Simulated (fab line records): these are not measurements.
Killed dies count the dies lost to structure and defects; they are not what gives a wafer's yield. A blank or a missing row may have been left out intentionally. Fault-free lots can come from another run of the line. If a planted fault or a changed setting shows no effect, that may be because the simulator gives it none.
A lot that was struck, set against a sound lot | flow sky130 | 15 out of 708 route steps
Sound: wafers L587.2, L587.4, L587.6. The struck wafers were L590.2, L590.4, L590.5. The cause is given at the end.
Each step with rows lists, per side, the tool, then ch with its chambers, then its first start. Under that, the readings that differ: sound wafers | struck wafers | difference of the means | sigmas: that difference in standard deviations of wafers without a fault.
alike: readings whose means differ by less than 2 such deviations, and words and numbers that are the same on both sides. not compared: withheld readings, readings that some wafer has no value for, bounds like >300 that may hide the same value, and numbers for which the record gives no deviation and whose values overlap.
A row with sigmas, a row that says differs or no value, or rows on one side alone: a step with any of these is where the two part. When numbers do not overlap yet have no deviation, they are printed without sigmas and do not part them. A reading that every wafer of one side lacks parts them only if that side has two wafers or more.

SKY_POLY_GATE_CD_MEAS_22:
  sound on cd-sem-01, day 18 15:42; struck on cd-sem-02, day 19 15:55
  alike: cd-nm
then, 7 steps without rows for these wafers: SKY_LDD_N_DEHYDRATE_00 (time 60 s); SKY_LDD_N_HMDS_01 (prime time 60 s); SKY_LDD_N_COAT_02 (resist thk 300 nm); SKY_LDD_N_SOFTBAKE_03 (time 57.73 s); SKY_LDD_N_EXPOSE_04 (exposes mask NTM, target cd 840 nm); SKY_LDD_N_PEB_05; SKY_LDD_N_DEVELOP_06 (develop time 60 s).
SKY_LDD_N_OVL_MEAS_07:
  sound on overlay-02, day 19 22:58; struck on overlay-01, day 20 23:49
  reading        | sound        | struck      | difference | sigmas
  LDD_N_OVL (nm) | 0.6 -1.3 0.7 | 2.3 2.4 4.0 | +2.9       | +2
then, 3 steps without rows for these wafers: SKY_LDD_N_IMPLANT_08; SKY_LDD_N_IMPLANT_09; SKY_LDD_N_IMPLANT_10.
SKY_LDD_N_IMPLANT_11:
  sound on implanter-03 ch 0, day 19 23:29; struck on implanter-01 ch 0, day 21 00:20
  reading            | sound                        | struck                        | difference | sigmas
  dose-ions-cm2      | 7.492e+13 7.498e+13 7.49e+13 | 6.927e+13 6.931e+13 6.922e+13 | -5.667e+12 | -67
  faraday-current-uA | 416 417 423                  | 376 384 382                   | -38        | -5
  alike: beam-on-s
following that, these wafers have no rows for 1 step: SKY_LDD_N_IMPLANT_12.
-- the record jumps here: 27 days lie between the struck wafers' starts before and after (it left off in module LDD_N and takes up again in module PAD_OPEN, whose first step shown is number 708 of the route) --
SKY_PAD_OPEN_PROBE_99:
  sound on prober-01, day 47 06:29; struck on prober-01, day 48 07:04
  alike: killed_at_M0_to_M3, killed_at_M4_up, killed-at-contacts, killed-at-front-end, killed-at-other, killed-dies, killed-open, killed-short

WHERE THEY PART
At SKY_LDD_N_OVL_MEAS_07 first; at SKY_LDD_N_IMPLANT_11 last (within this record only). Later steps at which nothing parts them and some readings are alike: SKY_PAD_OPEN_PROBE_99.

WHY: what the simulator had put in
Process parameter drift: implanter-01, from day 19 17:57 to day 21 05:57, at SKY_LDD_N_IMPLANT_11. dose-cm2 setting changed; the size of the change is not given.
